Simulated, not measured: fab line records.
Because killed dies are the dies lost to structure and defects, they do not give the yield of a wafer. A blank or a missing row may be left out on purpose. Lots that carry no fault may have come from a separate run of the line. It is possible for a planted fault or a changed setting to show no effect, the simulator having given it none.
One fault seen from 2 desks ; flow sky130 ; each desk has only its own numbers; what lay behind them comes last

## THE TOOL OWNER'S DESK: rie_metal-02
The tool's own readings at SKY_METAL1_METAL_ETCH_19 (etches the open film in Cl2/BCl3, stops on SiO2, target depth 360 nm, time 78 s): means of the sampled wafers that have a number, for each lot that ran on this tool. If a lot's mean is further than 4 standard deviations from the usual mean, the lot is out of limits and carries the mark OUT (the distance appears in the brackets).
Columns: A = drypump_motor_current_A at SKY_METAL1_METAL_ETCH_19, usual 5.63 A; B = oes_product_au at SKY_METAL1_METAL_ETCH_19, usual 0.854 a.u.; C = run_length_s at SKY_METAL1_METAL_ETCH_19, usual 106.0 s; D = throttle_valve_pct at SKY_METAL1_METAL_ETCH_19, usual 22.265 %
lot;first seen here;A;B;C;D
L818;day 32 06:22;5.72;0.844;105.6;22.258
L819;day 32 21:00;5.70;0.851;105.7;22.260
L821;day 34 23:22;5.68;0.852;105.9;22.251
L824;day 35 01:21;5.70;0.851;105.8;22.264
L832;day 37 03:03;5.69;0.857;105.9;22.268
L835;day 38 19:36;5.70;0.953 (+18) OUT;93.9 (-37) OUT;22.260
Finding of this desk: L835 out of limits; the first was L835 at day 38 19:36, on oes_product_au at SKY_METAL1_METAL_ETCH_19. L818, L819, L821, L824, L832: within limits.

## FROM THE METROLOGY DESK
Lot by lot, what the gauges showed, no matter which tool ran the lot: averages of those sampled wafers that carry a number. If a lot's mean is further than 4 standard deviations from the usual mean, the lot is out of limits and carries the mark OUT (the distance appears in the brackets).
Columns: A = LI_CONTACT_OVL at SKY_LI_CONTACT_OVL_MEAS_13, usual 3 nm; B = VIA2_HDPCVD_THK at SKY_VIA2_THK_MEAS_01, usual 1184 nm
lot;first seen here;A;B
L818;day 28 14:37;-1;1184
L819;day 29 05:24;8;1187
L821;day 31 08:57;5;1179
L820;day 31 09:46;1;1184
L824;day 31 11:54;-1;1185
L825;day 31 13:46;-0;1169
L823;day 31 14:07;4;1197
L828;day 32 08:19;-4;1178
L831;day 33 02:55;3;1170
L832;day 33 15:51;-3;1174
L833;day 34 02:05;-0;1174
L834;day 34 17:39;13;1177
L835;day 35 08:46;-3;1188
Result from this desk: across the 13 lots, nothing is out of limits.

## TAKEN TOGETHER
The tool owner's desk could have raised an alarm at day 38 19:36, on L835.
Metrology desk: nothing out of limits seen.
The metrology desk has L835 on record, within its limits.
On rie_metal-02, each named lot ran SKY_METAL1_METAL_ETCH_19.

## WHAT THE SIMULATOR HAD INSERTED
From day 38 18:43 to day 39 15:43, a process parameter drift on rie_metal-02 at SKY_METAL1_METAL_ETCH_19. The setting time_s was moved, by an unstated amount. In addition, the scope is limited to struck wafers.
Shown lots that were struck: L835.
Time in hours from fault onset to the first out-of-limits reading at each desk: the tool owner's desk, 1.
